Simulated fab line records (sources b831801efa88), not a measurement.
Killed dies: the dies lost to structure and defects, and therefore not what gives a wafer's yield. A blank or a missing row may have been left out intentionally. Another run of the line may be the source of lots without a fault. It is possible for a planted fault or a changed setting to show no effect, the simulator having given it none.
The tool behind it: which one?    flow sfq_line    route of 325 steps, sampled at 1 step: 15 lots, 45 wafers

WHAT THE GAUGES SHOWED, per wafer
No reading from a measuring or inspecting step in the record can be judged against a usual standard deviation.

WHAT TOOL EACH LOT RAN ON (gives the tool, then ch and the chambers of the sampled wafers, and finally the start)
lot   SFQ_TRILAYER_M5_LITHO_PEB_126
L399  litho_track-03 ch 0, day 56 19:18
L402  litho_track-02 ch 0, day 57 01:17
L405  litho_track-02 ch 0, day 57 12:17
L406  litho_track-02 ch 0, day 57 13:30
L407  litho_track-03 ch 0, day 57 17:06
L408  litho_track-01 ch 0, day 57 19:29
L409  litho_track-03 ch 0, day 57 21:56
L410  litho_track-03, day 58 01:29
L411  litho_track-01, day 58 04:59
L412  litho_track-02, day 58 16:25
L414  litho_track-03 ch 0, day 59 06:14
L415  litho_track-02 ch 0, day 59 14:01
L419  litho_track-02 ch 0, day 60 11:02
L420  litho_track-03 ch 0, day 60 15:52
L421  litho_track-01 ch 0, day 60 20:40
- SFQ_TRILAYER_M5_LITHO_PEB_126: peb time 60 s.

AS READ BY THE TOOLS THEMSELVES (means over the sampled wafers that have a number; for cases with no such wafer, the mark the record gives instead)
SFQ_TRILAYER_M5_LITHO_PEB_126.
lot   tool            chill_plate_temp_C (C)  exhaust_pa (Pa)
L399  litho_track-03  23.09                   44.7
L402  litho_track-02  22.93                   44.8
L405  litho_track-02  23.10                   44.1
L406  litho_track-02  22.94                   44.1
L407  litho_track-03  23.14                   44.6
L408  litho_track-01  23.04                   45.1
L409  litho_track-03  23.14                   45.5
L410  litho_track-03  -                       -
L411  litho_track-01  -                       -
L412  litho_track-02  -                       -
L414  litho_track-03  22.87                   46.0
L415  litho_track-02  23.13                   44.5
L419  litho_track-02  23.03                   44.8
L420  litho_track-03  23.05                   44.6
L421  litho_track-01  22.95                   45.8

THE ANSWER, worked out from the rows above alone
Rule: what is usual is taken from the lots themselves. Put in order of their means at a reading, lots are off if they are a third of the lots or fewer, leave a main group of 4 or more, and stand apart from it by a gap of 3 or more times the standard deviation of the main group's means; of several such gaps the widest counts. A main group is skipped when, at the precision printed for the reading in the tables above, its means are all equal. A lot without any number at a reading at which 4 lots or more have one is off too. All remaining lots with rows at the step are treated as sound. First the gauges in route order, then the tools' own readings, where a lot's mean is used as printed above. The first step at which some lot is off is used, and at that step the reading that is off furthest; a lot without a number counts as furthest.
Off at SFQ_TRILAYER_M5_LITHO_PEB_126 (chill_plate_temp_C): L410, L411, L412. Without a number there: L410, L411, L412. The main group has a mean of 23.03 C with a standard deviation of 0.088.
If a tool, at that step or one of the process steps before it, ran each lot that is off and ran no sound lot following the first of them, it fits. None of those tried fits.

WHAT THE SIMULATOR PUT IN
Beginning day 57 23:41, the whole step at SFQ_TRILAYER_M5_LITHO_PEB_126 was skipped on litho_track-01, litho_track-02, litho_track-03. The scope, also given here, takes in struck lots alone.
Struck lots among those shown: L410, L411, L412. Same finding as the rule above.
